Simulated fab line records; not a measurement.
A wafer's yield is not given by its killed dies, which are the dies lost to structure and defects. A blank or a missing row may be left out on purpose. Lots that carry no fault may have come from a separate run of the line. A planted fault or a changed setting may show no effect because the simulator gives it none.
What tool caused it? | flow sky130 | 6 lots, 18 wafers sampled, at 3 steps of a route of 708

WHAT THE GAUGES READ, wafer by wafer
SKY_VT_ADJUST_LVTN_OVL_MEAS_07.
lot  | measured     | on         | VT_ADJUST_LVTN_OVL (nm)
L959 | day 7 11:39  | overlay-02 | -0.2 0.7 0.8
L963 | day 8 10:59  | overlay-01 | 0.7 -0.4 1.1
L966 | day 9 23:38  | overlay-01 | 1.7 2.0 1.7
L968 | day 9 22:42  | overlay-02 | 1.4 1.2 1.8
L970 | day 10 17:53 | overlay-01 | - - -
L977 | day 12 06:03 | overlay-01 | 1.7 1.0 0.7

TOOL THAT RAN EACH LOT (tool first, then ch and the chambers of the sampled wafers, then the start)
lot  | SKY_FIELD_ISO_ETCH_17           | SKY_VT_ADJUST_LVTN_EXPOSE_04
L959 | rie-si-02 ch 2,3, day 2 14:56   | iline-stepper-02 ch 0, day 7 01:41
L963 | rie-si-02 ch 0,1,2, day 3 13:13 | iline-stepper-01 ch 0, day 8 01:57
L966 | rie-si-01 ch 0,1,2, day 4 06:25 | iline-stepper-01 ch 0, day 9 13:34
L968 | rie-si-02 ch 0,1,2, day 4 13:35 | iline-stepper-02 ch 0, day 9 12:26
L970 | rie-si-01 ch 2,3, day 5 05:35   | iline-stepper-01 ch 0, day 10 07:23
L977 | rie-si-01 ch 0,1,2, day 6 14:04 | iline-stepper-01 ch 0, day 11 18:19
- SKY_FIELD_ISO_ETCH_17: etches Si in HBr/Cl2/O2, target depth 342 nm, time 97.7 s.
- SKY_VT_ADJUST_LVTN_EXPOSE_04: exposes mask NWM COMPLEMENT LESS NATIVE, target cd 840 nm.

THE ANSWER, worked out from the rows above alone
Rule: what is usual is taken from the lots themselves. Put in order of their means at a reading, lots are off if they are a third of the lots or fewer, leave a main group of 4 or more, and stand apart from it by a gap of 3 or more times the standard deviation of the main group's means; of several such gaps the widest counts. The tables above print the reading to a certain number of digits; a main group whose means all agree to those digits is not used. Also off: a lot with no number at a reading for which 4 or more lots have one. The other lots that the step has rows for count as sound.
Off: L970, at SKY_VT_ADJUST_LVTN_OVL_MEAS_07 (VT_ADJUST_LVTN_OVL). Without a number there: L970. The main group has a mean of 1.1 nm with a standard deviation of 0.54.
A tool fits if, at a process step before that reading, it ran every lot that is off, and no sound lot after the first of them. Gauges at SKY_VT_ADJUST_LVTN_OVL_MEAS_07: tried the same way as those tools. Of those tried, none fits.

WHAT THE SIMULATOR HAD PUT IN
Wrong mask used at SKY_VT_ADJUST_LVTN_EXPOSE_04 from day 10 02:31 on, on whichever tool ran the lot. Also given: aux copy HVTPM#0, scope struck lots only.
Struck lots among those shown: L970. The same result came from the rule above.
